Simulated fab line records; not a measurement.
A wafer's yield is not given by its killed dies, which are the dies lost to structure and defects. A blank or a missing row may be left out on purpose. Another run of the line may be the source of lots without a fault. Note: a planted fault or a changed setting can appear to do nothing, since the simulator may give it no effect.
Which tool did it? ; flow sfqLine ; 14 lots, 42 wafers sampled, at 1 step of a route of 325

WHAT THE GAUGES SHOWED, per wafer
SFQ_I1_BOW_MEAS_912. Usual: I1_BOW gives -1 um (standard deviation 6.6).
lot;measured;on;I1_BOW (um);flag
L154;day 14 16:26;filmMetro-03;6 4 7;
L156;day 15 10:37;filmMetro-04;-7 -10 5;
L157;day 15 18:32;filmMetro-03;-12 -8 -2;
L158;day 16 03:53;filmMetro-04;-3 2 -12;
L161;day 17 23:56;filmMetro-04;0 10 13;
L162;day 18 11:41;filmMetro-02;2 8 -6;
L163;day 19 00:00;filmMetro-03;-7 2 0;
L165;day 19 18:00;filmMetro-03;-6 -4 3;
L167;day 20 02:59;filmMetro-03;13 9 -2;
L171;day 21 17:07;filmMetro-04;3 -5 -4;
L172;day 21 20:08;filmMetro-04;-1 3 -13;
L173;day 22 09:07;filmMetro-04;-2 4 2;
L174;day 23 00:47;filmMetro-04;-1 7 -4;
L177;day 23 18:56;filmMetro-02;-8 -4 -1;

WHICH TOOL RAN EACH LOT (tool, then ch and the chambers of the sampled wafers, then the start)
The record shows no process step preceding these readings.

WHAT THE TOOLS THEMSELVES READ (means of the sampled wafers that have a number; where no wafer has one, the mark that the record gives instead)
The record holds no such reading with a usual standard deviation.

THE ANSWER, worked out from the rows above alone
Rule: take the mean of a lot's wafers that have a number; if it is more than 3 standard deviations from the usual mean, the lot is off. Also off: a lot with no number at a reading for which 4 or more lots have one. Any other lot the step has rows for is counted as sound. After the gauges, taken in route order, come the tools' own readings; for these a lot's mean is taken, as printed above. The first step at which some lot is off is used, and at that step the reading that is off furthest; a lot without a number counts as furthest.
None of the lots is off at any reading shown; this tells nothing.

WHAT THE SIMULATOR PUT IN
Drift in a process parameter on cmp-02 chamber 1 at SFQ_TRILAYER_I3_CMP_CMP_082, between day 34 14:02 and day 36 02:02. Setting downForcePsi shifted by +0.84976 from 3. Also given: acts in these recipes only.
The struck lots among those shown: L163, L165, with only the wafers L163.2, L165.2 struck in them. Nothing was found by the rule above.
